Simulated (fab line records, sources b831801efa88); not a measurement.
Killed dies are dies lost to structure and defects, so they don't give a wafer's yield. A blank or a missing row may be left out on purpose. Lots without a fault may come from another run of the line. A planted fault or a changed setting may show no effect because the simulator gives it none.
Problem report in the 8D (eight disciplines) form, filled by code | flow gf180mcu | the parts of the form that need people (team, actions taken, sign-off) are left out

1. THE PROBLEM
run_length_s at GF_STI_WET_ETCH_27 reads a mean of 2074 s on 6 wafers of 2 lots; wafers without a fault read 1854 s with a standard deviation of 3.7. That is +60 standard deviations from the usual mean.
The step: etches Si3N4 in H3PO4, target depth 160 nm, time 1825 s.
First seen on wafer L961.2, day 3 12:01, on wet_bench-04. The record holds 36 wafers of 12 lots with a number at this step. Rule for "out", or "out of limits": more than 4 standard deviations from the usual mean. The other wafers with a number count as sound.

2. WHAT IT IS AND WHAT IT IS NOT
question                    | is                     | is not
which readings at this step | run_length_s           | -
which lots                  | L961, L962             | L955, L956, L957, L958, L963, L973, L974, L975, L977, L978
which wafers of those lots  | all that have a number | -
read on which tools         | wet_bench-04           | wet_bench-01, wet_bench-03
when                        | from day 3 12:01       | up to then (12 sound wafers); but 18 sound wafers of L963, L973, L974, L975, L977, L978 came after

3. SUSPECTS, AND WHAT RULES EACH OUT
Counting: a tool at a process step up to the reading stays a suspect if it ran every lot that is out and no sound lot after the first of them.
- wet_bench-04 at GF_STI_WET_ETCH_27 (etches Si3N4 in H3PO4, target depth 160 nm, time 1825 s): kept. It ran every lot that is out, first L961 (day 3 12:01), and no sound lot after that; its last sound lot up to then is L955 (day 2 04:01). Its own readings are out on those wafers: run_length_s.
Left after counting: wet_bench-04 at GF_STI_WET_ETCH_27.

4. THE CAUSE (what the simulator had put in)
Process parameter drift: wet_bench-04, from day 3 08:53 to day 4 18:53, at GF_STI_WET_ETCH_27. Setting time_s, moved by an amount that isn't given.
Counting left only this tool.

5. THE CHAIN OF EFFECTS, in route order
Each row: a reading whose mean over the struck wafers that have a number lies more than 3 standard deviations from the usual. Only readings for which the record gives a usual standard deviation are gone through. hours: the time from each lot's start at the first step in this table that gives one to its start at this step, as a median over the lots. sigmas: the change in usual standard deviations.
hours | step               | reading      | usual  | on struck wafers | change | sigmas
0     | GF_STI_WET_ETCH_27 | run_length_s | 1854 s | 2074             | +220   | +60
The process steps in it:
- GF_STI_WET_ETCH_27: etches Si3N4 in H3PO4, target depth 160 nm, time 1825 s.
Later measuring or inspecting steps at which every struck wafer that the step has a row for has a number for every such reading, and none has moved that far: GF_MVPSD_OVL_MEAS_07, GF_HV_LDD_CD_MEAS_31.

6. WHAT WOULD HAVE CAUGHT IT SOONER
In this record the first reading out of limits was taken at day 3 12:01, 3 hours after the fault began at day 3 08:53.
